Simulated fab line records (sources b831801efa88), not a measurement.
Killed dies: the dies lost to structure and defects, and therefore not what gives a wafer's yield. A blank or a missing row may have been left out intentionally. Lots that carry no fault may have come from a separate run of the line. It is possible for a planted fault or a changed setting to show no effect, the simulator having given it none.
What tool caused it? :: flow gf180mcu :: 11 lots with 33 wafers sampled at 2 steps, on a route of 602 steps

== WHAT THE GAUGES READ, wafer by wafer ==
GF_V1_RS_MEAS_24: a four-point-probe measurement.
lot: L379
measured: day 18 16:11
on: film_metro-04
V1_W_RS (ohm/sq): 0.322 0.332 0.320

lot: L381
measured: day 19 08:14
on: film_metro-03
V1_W_RS (ohm/sq): 0.317 0.327 0.325

lot: L383
measured: day 19 21:51
on: film_metro-04
V1_W_RS (ohm/sq): 0.333 0.322 0.334

lot: L384
measured: day 20 02:40
on: film_metro-01
V1_W_RS (ohm/sq): 0.325 0.335 0.333

lot: L388
measured: day 21 16:04
on: film_metro-03
V1_W_RS (ohm/sq): 0.335 0.337 0.335

lot: L390
measured: day 22 10:56
on: film_metro-04
V1_W_RS (ohm/sq): 0.322 0.337 0.333

lot: L395
measured: day 24 02:07
on: film_metro-03
V1_W_RS (ohm/sq): 0.214 0.221 0.221

lot: L396
measured: day 24 10:55
on: film_metro-03
V1_W_RS (ohm/sq): 0.338 0.337 0.322

lot: L397
measured: day 24 15:25
on: film_metro-03
V1_W_RS (ohm/sq): 0.220 0.221 0.215

lot: L398
measured: day 25 03:04
on: film_metro-04
V1_W_RS (ohm/sq): 0.319 0.320 0.318

lot: L402
measured: day 26 03:03
on: film_metro-01
V1_W_RS (ohm/sq): 0.323 0.326 0.334

== TOOL THAT RAN EACH LOT (tool first, then ch and the chambers of the sampled wafers, then the start) ==
lot: L379
GF_V1_CVD_23: cvd_w-02 ch 0,1, day 18 16:02

lot: L381
GF_V1_CVD_23: cvd_w-01 ch 0,1, day 19 08:06

lot: L383
GF_V1_CVD_23: cvd_w-02 ch 0,1, day 19 21:44

lot: L384
GF_V1_CVD_23: cvd_w-02 ch 0,1, day 20 02:33

lot: L388
GF_V1_CVD_23: cvd_w-02 ch 0, day 21 15:56

lot: L390
GF_V1_CVD_23: cvd_w-01 ch 0,1, day 22 10:49

lot: L395
GF_V1_CVD_23: cvd_w-02 ch 0,1, day 24 01:59

lot: L396
GF_V1_CVD_23: cvd_w-01 ch 0,1, day 24 10:46

lot: L397
GF_V1_CVD_23: cvd_w-02 ch 0,1, day 24 15:17

lot: L398
GF_V1_CVD_23: cvd_w-01 ch 0, day 25 02:56

lot: L402
GF_V1_CVD_23: cvd_w-01 ch 0,1, day 26 02:55
- GF_V1_CVD_23: deposits W, target thk 350 nm, time 105.05 s.

== THE ANSWER, worked out from the rows above alone ==
Rule: usual is defined by the lots themselves. Put in order of their means at a reading, lots are off if they are a third of the lots or fewer, leave a main group of 4 or more, and stand apart from it by a gap of 3 or more times the standard deviation of the main group's means; of several such gaps the widest counts. Not used: any main group whose means are identical at the precision the tables above print for the reading. Also off: a lot with no number at a reading for which 4 or more lots have one. Any other lot the step has rows for is counted as sound.
Off: L395, L397, seen at GF_V1_RS_MEAS_24 (V1_W_RS). Mean 0.328 ohm/sq and standard deviation 0.0049 in the main group.
A tool fits if, at a process step before that reading, it ran every lot that is off, and no sound lot after the first of them. Those tools and the gauges at GF_V1_RS_MEAS_24 are tried in the same way. One fits: cvd_w-02 at GF_V1_CVD_23. Its last sound lot is L388 (day 21 15:56), its first lot that is off L395 (day 24 01:59): a fault that began between those two fits.

== WHAT HAD BEEN PUT IN BY THE SIMULATOR ==
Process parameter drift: cvd_w-02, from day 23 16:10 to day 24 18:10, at GF_V1_CVD_23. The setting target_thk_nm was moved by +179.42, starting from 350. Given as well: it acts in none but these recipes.
Lots struck among those shown: L395, L397. This agrees with what the rule above found.
